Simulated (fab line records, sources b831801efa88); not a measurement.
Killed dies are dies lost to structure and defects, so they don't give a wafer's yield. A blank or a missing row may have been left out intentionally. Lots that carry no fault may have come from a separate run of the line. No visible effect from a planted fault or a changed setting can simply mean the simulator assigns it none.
Which tool did it? | flow gf180mcu | 12 lots, 36 wafers sampled, at 3 steps of a route of 602

== WHAT THE GAUGES READ, wafer by wafer ==
GF_TOP_METAL_RS_MEAS_05: measurement is done with a four-point probe. Usual: for TOP_METAL_ALCU_RS the level is 0.0329 ohm/sq and the standard deviation is 0.0003.
lot  | measured     | on            | TOP_METAL_ALCU_RS (ohm/sq) | flag
L995 | day 27 08:22 | film_metro-02 | 0.0330 0.0331 0.0328       |
L996 | day 27 16:04 | film_metro-04 | 0.0336 0.0332 0.0332       |
L101 | day 29 10:02 | film_metro-03 | 0.0326 0.0322 0.0324       |
L102 | day 29 12:27 | film_metro-03 | 0.0326 0.0330 0.0329       |
L106 | day 30 19:08 | film_metro-04 | 0.0327 0.0332 0.0327       |
L108 | day 31 06:14 | film_metro-02 | 0.0329 0.0325 0.0325       |
L109 | day 31 14:16 | film_metro-03 | 0.0330 0.0328 0.0328       |
L112 | day 32 10:18 | film_metro-03 | 0.0329 0.0325 0.0328       |
L113 | day 32 13:45 | film_metro-04 | 0.0327 0.0330 0.0327       |
L114 | day 32 19:39 | film_metro-03 | 0.0330 0.0329 0.0328       |
L115 | day 33 00:45 | film_metro-02 | 0.0329 0.0329 0.0324       |
L118 | day 33 20:24 | film_metro-02 | 0.0334 0.0335 0.0332       |

== WHAT TOOL EACH LOT RAN ON (gives the tool, then ch and the chambers of the sampled wafers, and finally the start) ==
lot  | GF_MIM_SPUTTER_08            | GF_V5_ETCH_17
L995 | pvd_sputter-04, day 24 13:00 | rie_diel-03 ch 2,3, day 27 08:22 or earlier
L996 | pvd_sputter-03, day 24 21:24 | rie_diel-03 ch 0,2,3, day 27 16:04 or earlier
L101 | pvd_sputter-04, day 26 19:25 | rie_diel-03 ch 2,3, day 29 10:02 or earlier
L102 | pvd_sputter-03, day 26 21:51 | rie_diel-03 ch 1,2,3, day 29 12:27 or earlier
L106 | pvd_sputter-03, day 28 06:22 | rie_diel-02 ch 0,2,3, day 30 19:08 or earlier
L108 | pvd_sputter-02, day 28 19:16 | rie_diel-01 ch 1,3, day 31 06:14 or earlier
L109 | pvd_sputter-02, day 29 03:18 | rie_diel-03 ch 0,1,3, day 31 14:16 or earlier
L112 | pvd_sputter-04, day 30 01:11 | rie_diel-03 ch 0,1,3, day 32 10:18 or earlier
L113 | pvd_sputter-04, day 30 05:14 | rie_diel-02 ch 1,2, day 32 13:45 or earlier
L114 | pvd_sputter-03, day 30 12:10 | rie_diel-01 ch 0,2,3, day 32 19:39 or earlier
L115 | pvd_sputter-04, day 30 17:54 | rie_diel-02 ch 0,1, day 33 00:45 or earlier
L118 | pvd_sputter-04, day 31 15:44 | rie_diel-03 ch 1,2, day 33 20:24 or earlier
- GF_MIM_SPUTTER_08: material AlCu, target thk 200 nm, time 10.6 s.
- GF_V5_ETCH_17: etches SiO2 in C4F8/O2/Ar, stops on TiN, target depth 855 nm.

== AS READ BY THE TOOLS THEMSELVES (means over the sampled wafers that have a number; for cases with no such wafer, the mark the record gives instead) ==
GF_MIM_SPUTTER_08. Usual: chamber_pressure_pa 0.4000 Pa, standard deviation 0.00084; throttle_valve_pct 30.2 %, standard deviation 1.2.
lot  | tool           | chamber_pressure_pa (Pa) | throttle_valve_pct (%) | flag
L995 | pvd_sputter-04 | 0.4018                   | 28.8                   |
L996 | pvd_sputter-03 | 0.3997                   | 30.5                   |
L101 | pvd_sputter-04 | 0.4006                   | 30.8                   |
L102 | pvd_sputter-03 | 0.3993                   | 30.4                   |
L106 | pvd_sputter-03 | 0.4002                   | 30.2                   |
L108 | pvd_sputter-02 | 0.4003                   | 29.3                   |
L109 | pvd_sputter-02 | 0.3999                   | 29.4                   |
L112 | pvd_sputter-04 | 0.4001                   | 29.1                   |
L113 | pvd_sputter-04 | 0.4003                   | 29.0                   |
L114 | pvd_sputter-03 | 0.4009                   | 30.4                   |
L115 | pvd_sputter-04 | 0.4003                   | 30.7                   |
L118 | pvd_sputter-04 | 0.4001                   | 29.9                   |

GF_V5_ETCH_17. Usual: oes_product_au at 0.859 a.u., with a standard deviation of 0.0045.
lot  | tool        | oes_product_au (a.u.) | flag
L995 | rie_diel-03 | 0.861                 |
L996 | rie_diel-03 | 0.862                 |
L101 | rie_diel-03 | 0.860                 |
L102 | rie_diel-03 | 0.856                 |
L106 | rie_diel-02 | 0.856                 |
L108 | rie_diel-01 | 0.861                 |
L109 | rie_diel-03 | 0.860                 |
L112 | rie_diel-03 | 0.863                 |
L113 | rie_diel-02 | 0.860                 |
L114 | rie_diel-01 | 0.860                 |
L115 | rie_diel-02 | 0.858                 |
L118 | rie_diel-03 | 0.864                 |

== THE ANSWER, worked out from the rows above alone ==
Rule: take the mean of a lot's wafers that have a number; if it is more than 3 standard deviations from the usual mean, the lot is off. Also off: a lot with no number at a reading for which 4 or more lots have one. Where the step has rows for the other lots, those lots are counted as sound. First the gauges in route order, then the tools' own readings, where a lot's mean is used as printed above. The first step at which some lot is off is used, and at that step the reading that is off furthest; a lot without a number counts as furthest.
Nothing can be told from this: no lot is off at any reading shown.

== WHAT HAD BEEN PUT IN BY THE SIMULATOR ==
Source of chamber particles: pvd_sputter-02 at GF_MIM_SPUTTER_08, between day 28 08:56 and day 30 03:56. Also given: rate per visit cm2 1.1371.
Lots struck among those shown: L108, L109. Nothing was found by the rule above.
